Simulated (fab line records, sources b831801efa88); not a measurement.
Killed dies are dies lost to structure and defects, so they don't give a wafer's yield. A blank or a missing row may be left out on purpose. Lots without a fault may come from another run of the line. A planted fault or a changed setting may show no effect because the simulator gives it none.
Which tool did it? | flow gf180mcu | 14 lots, 42 wafers sampled, at 4 steps of a route of 602

WHAT THE GAUGES READ, wafer by wafer
GF_V3_RS_MEAS_24: measures by four-point-probe. Usual: V3_W_RS 0.331 ohm/sq, standard deviation 0.0038.
lot  | measured     | on            | V3_W_RS (ohm/sq)  | flag
L744 | day 22 11:37 | film_metro-04 | 0.338 0.336 0.334 |
L745 | day 22 21:49 | film_metro-04 | 0.327 0.328 0.328 |
L746 | day 23 01:34 | film_metro-01 | 0.330 0.333 0.333 |
L747 | day 23 12:56 | film_metro-04 | 0.323 0.329 0.327 |
L755 | day 26 06:32 | film_metro-04 | 0.333 0.335 0.335 |
L756 | day 26 11:59 | film_metro-02 | 0.335 0.336 0.333 |
L757 | day 26 18:02 | film_metro-02 | 0.335 0.331 0.332 |
L759 | day 27 11:46 | film_metro-02 | 0.327 0.324 0.323 |
L761 | day 28 05:45 | film_metro-01 | 0.325 0.331 0.331 |
L762 | day 28 07:14 | film_metro-02 | 0.328 0.321 0.326 |
L763 | day 28 11:18 | film_metro-02 | 0.331 0.324 0.332 |
L764 | day 28 21:25 | film_metro-04 | 0.328 0.333 0.334 |
L766 | day 29 11:02 | film_metro-01 | 0.334 0.329 0.335 |
L767 | day 29 18:29 | film_metro-01 | 0.330 0.328 0.331 |

GF_M4_OVL_MEAS_15. Usual: M4_OVL 0 nm, standard deviation 6.1.
lot  | measured     | on         | M4_OVL (nm) | flag
L744 | day 23 11:44 | overlay-02 | -2 -7 -6    |
L745 | day 23 20:55 | overlay-02 | -12 -7 -13  |
L746 | day 23 23:43 | overlay-02 | 2 -4 -4     |
L747 | day 24 10:59 | overlay-01 | 8 6 10      |
L755 | day 27 02:55 | overlay-02 | -1 -2 -4    |
L756 | day 27 09:43 | overlay-01 | - - -       | OFF
L757 | day 27 15:17 | overlay-02 | - - -       | OFF
L759 | day 28 08:25 | overlay-02 | 11 11 4     |
L761 | day 29 01:46 | overlay-01 | -1 -10 -1   |
L762 | day 29 03:29 | overlay-02 | 8 2 3       |
L763 | day 29 07:21 | overlay-02 | -4 2 -1     |
L764 | day 29 17:22 | overlay-02 | -4 0 -4     |
L766 | day 30 06:38 | overlay-02 | -4 -5 -5    |
L767 | day 30 13:41 | overlay-01 | -2 -3 -2    |

WHICH TOOL RAN EACH LOT (tool, then ch and the chambers of the sampled wafers, then the start)
lot  | GF_M4_SPUTTER_04             | GF_M4_EXPOSE_11
L744 | pvd_sputter-03, day 22 12:17 | krf_scanner-02 ch 0, day 22 23:47
L745 | pvd_sputter-03, day 22 22:28 | krf_scanner-02 ch 0, day 23 10:08
L746 | pvd_sputter-03, day 23 02:14 | krf_scanner-01 ch 0, day 23 13:35
L747 | pvd_sputter-01, day 23 13:32 | krf_scanner-01 ch 0, day 24 00:09
L755 | pvd_sputter-01, day 26 07:11 | krf_scanner-01 ch 0, day 26 17:01
L756 | pvd_sputter-02, day 26 12:37 | krf_scanner-02, day 27 00:03
L757 | pvd_sputter-03, day 26 18:39 | krf_scanner-01, day 27 05:24
L759 | pvd_sputter-01, day 27 12:26 | krf_scanner-01 ch 0, day 27 22:37
L761 | pvd_sputter-03, day 28 06:25 | krf_scanner-02 ch 0, day 28 16:05
L762 | pvd_sputter-02, day 28 07:53 | krf_scanner-01 ch 0, day 28 17:51
L763 | pvd_sputter-01, day 28 11:55 | krf_scanner-02 ch 0, day 28 21:43
L764 | pvd_sputter-03, day 28 22:04 | krf_scanner-02 ch 0, day 29 07:49
L766 | pvd_sputter-02, day 29 11:41 | krf_scanner-01 ch 0, day 29 21:20
L767 | pvd_sputter-03, day 29 19:08 | krf_scanner-01 ch 0, day 30 04:39
- GF_M4_SPUTTER_04: material TiN, target thk 50 nm, time 41.7 s.
- GF_M4_EXPOSE_11: exposes mask Metal4, target cd 280 nm.

WHAT THE TOOLS THEMSELVES READ (means of the sampled wafers that have a number; where no wafer has one, the mark that the record gives instead)
GF_M4_SPUTTER_04. Usual: throttle_valve_pct 30.1 %, standard deviation 1.2.
lot  | tool           | throttle_valve_pct (%) | flag
L744 | pvd_sputter-03 | 31.1                   |
L745 | pvd_sputter-03 | 30.1                   |
L746 | pvd_sputter-03 | 30.0                   |
L747 | pvd_sputter-01 | 29.7                   |
L755 | pvd_sputter-01 | 30.5                   |
L756 | pvd_sputter-02 | 29.9                   |
L757 | pvd_sputter-03 | 30.1                   |
L759 | pvd_sputter-01 | 30.0                   |
L761 | pvd_sputter-03 | 30.0                   |
L762 | pvd_sputter-02 | 29.0                   |
L763 | pvd_sputter-01 | 30.6                   |
L764 | pvd_sputter-03 | 31.1                   |
L766 | pvd_sputter-02 | 29.2                   |
L767 | pvd_sputter-03 | 30.1                   |

GF_M4_EXPOSE_11. Usual: exposure_dose_mJ_cm2 27.995, standard deviation 0.023; focus_offset_nm -0.1 nm, standard deviation 0.56.
lot  | tool           | exposure_dose_mJ_cm2 | focus_offset_nm (nm) | flag
L744 | krf_scanner-02 | 28.008               | 0.9                  |
L745 | krf_scanner-02 | 27.995               | 0.2                  |
L746 | krf_scanner-01 | 27.985               | -0.1                 |
L747 | krf_scanner-01 | 28.015               | -0.7                 |
L755 | krf_scanner-01 | 28.011               | 0.0                  |
L756 | krf_scanner-02 | -                    | -                    | OFF
L757 | krf_scanner-01 | -                    | -                    | OFF
L759 | krf_scanner-01 | 27.983               | -1.0                 |
L761 | krf_scanner-02 | 27.992               | -0.1                 |
L762 | krf_scanner-01 | 27.985               | -0.1                 |
L763 | krf_scanner-02 | 27.988               | -0.3                 |
L764 | krf_scanner-02 | 27.978               | -0.0                 |
L766 | krf_scanner-01 | 27.999               | -0.1                 |
L767 | krf_scanner-01 | 27.998               | -0.8                 |

THE ANSWER, worked out from the rows above alone
Rule: a lot is off if the mean of its wafers that have a number lies more than 3 standard deviations from the usual mean. A lot without any number at a reading at which 4 lots or more have one is off too. The other lots that the step has rows for count as sound. The gauges are gone through in route order, then the tools' own readings, and for those a lot's mean is taken as printed above. The first step at which some lot is off is used, and at that step the reading that is off furthest; a lot without a number counts as furthest.
Off: L756, L757, at GF_M4_OVL_MEAS_15 (M4_OVL). Without a number there: L756, L757.
A tool fits if, at a process step before that reading, it ran every lot that is off, and no sound lot after the first of them. The gauges at GF_M4_OVL_MEAS_15 aren't tried: what is off there is off at GF_M4_EXPOSE_11 too, on other tools, and a gauge's error can't cause that. None of those tried fits.

WHAT THE SIMULATOR HAD PUT IN
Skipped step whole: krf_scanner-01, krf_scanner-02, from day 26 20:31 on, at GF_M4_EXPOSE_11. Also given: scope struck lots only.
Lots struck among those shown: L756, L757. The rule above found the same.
